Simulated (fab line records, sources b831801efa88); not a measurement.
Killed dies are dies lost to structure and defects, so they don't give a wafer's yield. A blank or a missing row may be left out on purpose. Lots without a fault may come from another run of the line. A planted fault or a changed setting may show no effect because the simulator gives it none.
A struck lot beside a sound one | flow sky130 | 15 steps out of a route of 708
Sound: wafers L881.2, L881.3, L881.5. Struck: wafer L884.4. (L884.1, L884.6 of the same lot were not struck and are left out.) The cause comes at the end.
At each step with rows: each side's tool, then ch and its chambers, then its first start. Under that, the readings that differ: sound wafers | struck wafers | difference of the means | sigmas: that difference in standard deviations of wafers without a fault.
alike: readings whose means differ by less than 2 such deviations, and words and numbers that are the same on both sides. not compared: withheld readings, readings that some wafer has no value for, bounds like >300 that may hide the same value, and numbers for which the record gives no deviation and whose values overlap.
The two part at a step that has a row with sigmas, a row that says differs or no value, or rows on one side only. Numbers that don't overlap but have no deviation are shown without sigmas and don't part them. A reading that every wafer of one side lacks parts them only if that side has two wafers or more.

SKY_LOCAL_INTERCONNECT_CD_MEAS_11: target cd 170 nm.
  sound on cd_sem-01, day 31 02:09; struck on cd_sem-01, day 32 07:58
  alike: cd_nm
SKY_LOCAL_INTERCONNECT_OVL_MEAS_12:
  sound on overlay-01, day 31 02:15; struck on overlay-02, day 32 08:05
  alike: LOCAL_INTERCONNECT_OVL
SKY_LOCAL_INTERCONNECT_ETCH_13: etches BARC in N2/H2, stops on SiO2, time 45.9 s, target depth 60 nm.
  sound on rie_metal-01 ch 0, day 31 02:18; struck on rie_metal-01 ch 1, day 32 08:07
  alike: bias_w, drypump_motor_current_A, oes_product_au, throttle_valve_pct
  not compared: rf_hours_counter_h
SKY_LOCAL_INTERCONNECT_METAL_ETCH_14: etches TiN in Cl2/BCl3, stops on PSG, target depth 110 nm, time 31.4 s.
  sound on rie_metal-01 ch 0, day 31 02:26; struck on rie_metal-01 ch 1, day 32 08:11
  reading    | sound             | struck | difference | sigmas
  bias_w (W) | 48.38 48.37 48.46 | 48.79  | +0.39      | +3
  alike: bcl3_flow_sccm, drypump_motor_current_A, mfc_cl2_sccm, oes_product_au, throttle_valve_pct
  not compared: rf_hours_counter_h
SKY_LOCAL_INTERCONNECT_STRIP_15: strips in O2/N2.
  sound on plasma_asher-03 ch 0,1, day 31 02:31; struck on plasma_asher-04 ch 1, day 32 08:14
  reading               | sound             | struck | difference | sigmas
  oes_product_au (a.u.) | 0.420 0.433 0.424 | 0.436  | +0.010     | +2
  alike: drypump_motor_current_A, strip_time_to_endpoint_s
  not compared: rf_hours_counter_h
then, 3 steps without rows for these wafers: SKY_LOCAL_INTERCONNECT_STRIP_16 (strips in post etch residue remover, time 1200 s); SKY_LOCAL_INTERCONNECT_CLEAN_17 (cleans in IPA, time 180 s); SKY_LOCAL_INTERCONNECT_CLEAN_18 (cleans in O3/DIW).
SKY_CONTACT_CVD_00: deposits Si3N4, target thk 75 nm.
  sound on pecvd-03 ch 0,1, day 31 03:06; struck on pecvd-03 ch 1, day 32 08:50
  alike: heater_power_w, susceptor_temp_C
SKY_CONTACT_THK_MEAS_01:
  sound on film_metro-01, day 31 03:09; struck on film_metro-02, day 32 08:52
  alike: CONTACT_CVD_00_THK
then, 1 step without rows for these wafers: SKY_CONTACT_HDPCVD_02 (deposits SiO2, target thk 565 nm, time 94.2 s).
SKY_CONTACT_THK_MEAS_03:
  sound on film_metro-04, day 31 03:17; struck on film_metro-04, day 32 08:59
  alike: CONTACT_HDPCVD_THK
SKY_CONTACT_CMP_04: polishes SiO2.
  sound on cmp-01 ch 0,1,2, day 31 03:23; struck on cmp-01 ch 0, day 32 09:03
  reading                 | sound             | struck | difference | sigmas
  head_pressure_psi (psi) | 4.000 4.002 3.993 | 3.420  | -0.578     | -71
  platen_rpm (rpm)        | 59.96 59.97 59.99 | 60.07  | +0.10      | +2
  time_to_endpoint_s (s)  | 79 81 79          | 100    | +20        | +5
  alike: motor_current_A, slurry_filter_dp_kPa
SKY_CONTACT_BOW_MEAS_05:
  sound on film_metro-01, day 31 03:39; struck on film_metro-04, day 32 09:21
  alike: CONTACT_BOW
-- the record jumps here: 15 days lie between the struck wafers' starts before and after (it left off in module CONTACT and takes up again in module PAD_OPEN, whose first step shown is number 708 of the route) --
SKY_PAD_OPEN_PROBE_99:
  sound on prober-01, day 46 07:48; struck on prober-02, day 47 05:58
  alike: killed_at_M0_to_M3, killed_at_M4_up, killed_at_contacts, killed_at_front_end, killed_at_other, killed_dies, killed_open, killed_short

WHERE THEY PART
First at SKY_LOCAL_INTERCONNECT_METAL_ETCH_14; last, within this record, at SKY_CONTACT_CMP_04. Later steps at which nothing parts them and some readings are alike: SKY_CONTACT_BOW_MEAS_05, SKY_PAD_OPEN_PROBE_99.

WHY: what the simulator had put in
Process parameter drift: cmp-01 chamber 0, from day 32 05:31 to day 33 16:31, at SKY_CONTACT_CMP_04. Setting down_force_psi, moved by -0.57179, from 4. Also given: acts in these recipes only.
